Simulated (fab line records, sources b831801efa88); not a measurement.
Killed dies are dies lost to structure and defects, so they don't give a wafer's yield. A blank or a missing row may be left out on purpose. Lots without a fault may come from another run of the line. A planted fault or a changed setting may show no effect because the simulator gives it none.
A struck lot beside a sound one | flow sky130 | 36 steps out of a route of 708
Sound: wafers L737.1, L737.4, L737.6. Struck: wafer L750.3. (L750.5, L750.6 of the same lot were not struck and are left out.) The cause comes at the end.
At each step with rows: each side's tool, then ch and its chambers, then its first start. Under that, the readings that differ: sound wafers | struck wafers | difference of the means | sigmas: that difference in standard deviations of wafers without a fault.
alike: readings whose means differ by less than 2 such deviations, and words and numbers that are the same on both sides. not compared: withheld readings, readings that some wafer has no value for, bounds like >300 that may hide the same value, and numbers for which the record gives no deviation and whose values overlap.
The two part at a step that has a row with sigmas, a row that says differs or no value, or rows on one side only. Numbers that don't overlap but have no deviation are shown without sigmas and don't part them. A reading that every wafer of one side lacks parts them only if that side has two wafers or more.

first, 1 step without rows for these wafers: SKY_METAL2_DEVELOP_14 (develop time 60 s).
SKY_METAL2_CD_MEAS_15: target cd 140 nm.
  sound on cd_sem-01, day 37 05:54; struck on cd_sem-01, day 40 09:58
  alike: cd_nm
SKY_METAL2_OVL_MEAS_16:
  sound on overlay-02, day 37 06:01; struck on overlay-01, day 40 10:04
  reading         | sound | struck | difference | sigmas
  METAL2_OVL (nm) | 1 0 5 | 14     | +12        | +3
then, 1 step without rows for these wafers: SKY_METAL2_DESCUM_17 (chemistry O2, time 8 s).
SKY_METAL2_ETCH_18: etches BARC in N2/H2, stops on SiO2, time 45.9 s, target depth 60 nm.
  sound on rie_metal-04 ch 0,1, day 37 06:06; struck on rie_metal-04 ch 1, day 40 10:08
  alike: bias_w, drypump_motor_current_A, oes_product_au, throttle_valve_pct
  not compared: rf_hours_counter_h
SKY_METAL2_METAL_ETCH_19: etches the open film in Cl2/BCl3, stops on SiO2, target depth 360 nm, time 78 s.
  sound on rie_metal-04 ch 0,1, day 37 06:11; struck on rie_metal-04 ch 1, day 40 10:13
  alike: bias_w, drypump_motor_current_A, mfc_cl2_sccm, oes_product_au, throttle_valve_pct
  not compared: rf_hours_counter_h
SKY_METAL2_STRIP_20: strips in O2/N2.
  sound on plasma_asher-04 ch 1, day 37 06:18; struck on plasma_asher-01 ch 0, day 40 10:19
  alike: drypump_motor_current_A, o2_flow_sccm, oes_product_au, strip_time_to_endpoint_s
  not compared: rf_hours_counter_h
then, 4 steps without rows for these wafers: SKY_METAL2_STRIP_21 (strips in post etch residue remover, time 1200 s); SKY_METAL2_CLEAN_22 (cleans in IPA, time 180 s); SKY_METAL2_CLEAN_23 (cleans in O3/DIW); SKY_VIA2_HDPCVD_00 (deposits SiO2, target thk 1180 nm, time 196.7 s).
SKY_VIA2_THK_MEAS_01:
  sound on film_metro-01, day 37 07:03; struck on film_metro-02, day 40 11:01
  alike: VIA2_HDPCVD_THK
SKY_VIA2_CMP_02: polishes SiO2.
  sound on cmp-01 ch 1,3, day 37 07:10; struck on cmp-01 ch 3, day 40 11:13
  reading                                  | sound             | struck | difference | sigmas
  head_pressure_psi (psi)                  | 3.998 3.998 3.987 | 4.014  | +0.020     | +2
  model.SiO2_of_VIA2_HDPCVD_00.thk_nm (nm) | 496 496.6 496.4   | 618.4  | +122.1     |
  alike: motor_current_A
SKY_VIA2_BOW_MEAS_03:
  sound on film_metro-04, day 37 07:25; struck on film_metro-02, day 40 11:24
  alike: VIA2_BOW
then, 8 steps without rows for these wafers: SKY_VIA2_DEHYDRATE_04 (time 60 s); SKY_VIA2_HMDS_05 (prime time 60 s); SKY_VIA2_COAT_06 (resist thk 60 nm); SKY_VIA2_COAT_07 (resist thk 450 nm); SKY_VIA2_SOFTBAKE_08 (time 90 s); SKY_VIA2_EXPOSE_09 (exposes mask VIM2, target cd 200 nm); SKY_VIA2_PEB_10; SKY_VIA2_DEVELOP_11 (develop time 60 s).
SKY_VIA2_CD_MEAS_12: target cd 200 nm.
  sound on cd_sem-01, day 38 10:03; struck on cd_sem-01, day 41 12:28
  alike: cd_nm
SKY_VIA2_OVL_MEAS_13:
  sound on overlay-01, day 38 10:10; struck on overlay-02, day 41 12:34
  alike: VIA2_OVL
then, 1 step without rows for these wafers: SKY_VIA2_ETCH_14 (etches BARC in N2/H2, stops on SiO2, time 45.9 s, target depth 60 nm).
SKY_VIA2_ETCH_15: etches SiO2 in C4F8/O2/Ar, stops on TiN, target depth 546 nm, time 84 s.
  sound on rie_diel-03 ch 0,3, day 38 10:15; struck on rie_diel-03 ch 2, day 41 12:41
  reading                          | sound             | struck | difference | sigmas
  oes_product_au (a.u.)            | 0.934 0.940 0.934 | 0.997  | +0.061     | +14
  model.etch.depth_nm (nm)         | 496 496.6 496.4   | 545    | +49        |
  model.VIA2.feature_depth_nm (nm) | 496 496.6 496.4   | 545    | +49        |
  alike: bias_w
  not compared: rf_hours_counter_h
SKY_VIA2_STRIP_16: strips in O2/N2.
  sound on plasma_asher-02 ch 0,1, day 38 10:19; struck on plasma_asher-02 ch 0, day 41 12:47
  alike: drypump_motor_current_A, o2_flow_sccm, oes_product_au, strip_time_to_endpoint_s
  not compared: rf_hours_counter_h
then, 4 steps without rows for these wafers: SKY_VIA2_STRIP_17 (strips in post etch residue remover, time 1200 s); SKY_VIA2_CLEAN_18 (cleans in IPA, time 180 s); SKY_VIA2_CLEAN_19 (cleans in O3/DIW); SKY_VIA2_SPUTTER_20 (material TiN, target thk 20 nm, time 80 s).
SKY_VIA2_CVD_21: deposits W, target thk 420 nm, time 126.4 s.
  sound on cvd_w-01 ch 0,1, day 38 10:58; struck on cvd_w-01 ch 0, day 41 13:34
  alike: heater_power_w
SKY_VIA2_CMP_24: polishes, stops on SiO2, t overpolish 20 s, target thk 0 nm.
  sound on cmp-02 ch 1,2,3, day 38 11:23; struck on cmp-01 ch 0, day 41 13:50
  reading                                  | sound           | struck | difference | sigmas
  model.SiO2_of_VIA2_HDPCVD_00.thk_nm (nm) | 491.6 492.2 492 | 614    | +122       |
  alike: head_pressure_psi, motor_current_A
SKY_METAL3_SPUTTER_00: material Ti, target thk 15 nm, time 10 s.
  the record has rows for the sound wafers here (pvd_sputter-03, day 38 11:35) and none for the struck ones
SKY_METAL3_SPUTTER_01: material TiN, target thk 20 nm, time 16.7 s.
  the record has rows for the sound wafers here (pvd_sputter-03, day 38 11:36) and none for the struck ones
-- the record jumps here: 8 days lie between the struck wafers' starts before and after (it left off in module METAL3 and takes up again in module PAD_OPEN, whose first step shown is number 708 of the route) --
SKY_PAD_OPEN_PROBE_99:
  sound on prober-01, day 47 10:52; struck on prober-01, day 49 19:29
  reading                                  | sound | struck | difference | sigmas
  model.etest.iso_ndiff_nwell.under_floor  | 0 0 0 | 1      | +1         |
  model.etest.sonos_programmed.under_floor | 0 0 0 | 1      | +1         |
  model.etest.res_li.open                  | 0 0 0 | 1      | +1         |
  model.etest.res_deep_nwell.open          | 0 0 0 | 1      | +1         |
  model.etest.pfet_g5v0d10v5.under_floor   | 0 0 0 | 1      | +1         |
  model.etest.diode_nwell_sub.under_floor  | 0 0 0 | 1      | +1         |
  model.etest.res_p_drift_20v.open         | 0 0 0 | 1      | +1         |
  model.etest.pfet_01v8.under_floor        | 0 0 0 | 1      | +1         |

WHERE THEY PART
First at SKY_METAL2_OVL_MEAS_16; last, within this record, at SKY_METAL3_SPUTTER_01.

WHY: what the simulator had put in
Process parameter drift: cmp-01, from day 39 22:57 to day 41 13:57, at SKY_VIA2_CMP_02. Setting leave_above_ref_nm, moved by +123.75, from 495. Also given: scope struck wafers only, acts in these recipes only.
